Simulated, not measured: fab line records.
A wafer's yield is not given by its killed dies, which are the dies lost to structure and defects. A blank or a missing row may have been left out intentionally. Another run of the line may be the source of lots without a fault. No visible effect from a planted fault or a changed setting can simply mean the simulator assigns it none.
Matching of chambers + flow sky130 + SKY_LI_CONTACT_CMP_24 on cmp-01: 4 sister chambers
The step polishes, stops on PSG, t overpolish 20 s, target thk 0 nm. 8 wafers are shown with their chamber, then 9 later ones without.

## WAFERS WITH THEIR CHAMBER
| wafer  | chamber | motor_current_A (A) |
|--------|---------|---------------------|
| L355.5 | 1       | 10.8                |
| L360.4 | 0       | 10.6                |
| L366.4 | 3       | 11.4                |
| L366.5 | 0       | 10.6                |
| L366.6 | 1       | 11.3                |
| L367.1 | 2       | 10.5                |
| L367.3 | 3       | 11.4                |
| L367.6 | 2       | 10.9                |

## WAFERS MISSING THEIR CHAMBER
| wafer  | motor_current_A (A) |
|--------|---------------------|
| L368.1 | 11.5                |
| L368.3 | 10.7                |
| L368.4 | 11.4                |
| L370.3 | 11.1                |
| L370.4 | 11.5                |
| L370.5 | 11.1                |
| L371.2 | 11.9                |
| L371.4 | 10.8                |
| L371.5 | 11.8                |

## WHICH CHAMBER EACH WENT THROUGH
| wafer  | from the rows above               | in truth |
|--------|-----------------------------------|----------|
| L368.1 | can't be placed: 3 or 1           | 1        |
| L368.3 | can't be placed: 2 or 0 or 1      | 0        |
| L368.4 | can't be placed: 3 or 1           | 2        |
| L370.3 | can't be placed: 1 or 3 or 2 or 0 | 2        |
| L370.4 | can't be placed: 3 or 1           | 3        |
| L370.5 | can't be placed: 1 or 3 or 2 or 0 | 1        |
| L371.2 | can't be placed: 3 or 1           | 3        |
| L371.4 | can't be placed: 2 or 0 or 1      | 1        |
| L371.5 | can't be placed: 3 or 1           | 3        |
Correct placement for 0 of the 9. Unplaceable from these rows: 9, with the true chamber sitting among the candidates in 8. Wrongly placed: 0.
How it was worked out, from the rows above alone: a wafer's distance from a chamber is the root of the sum, over the readings, of the square of ((its reading less the chamber's mean) divided by the reading's scatter). If the next closest chamber is less than 2 further off than the closest, the wafer can't be placed; otherwise it belongs to the closest. Each chamber's mean is taken over the wafers shown for it. The scatter: take each reading less its chamber's mean, square it, sum over the shown wafers, divide by the number of wafers less the number of chambers, and take the root.
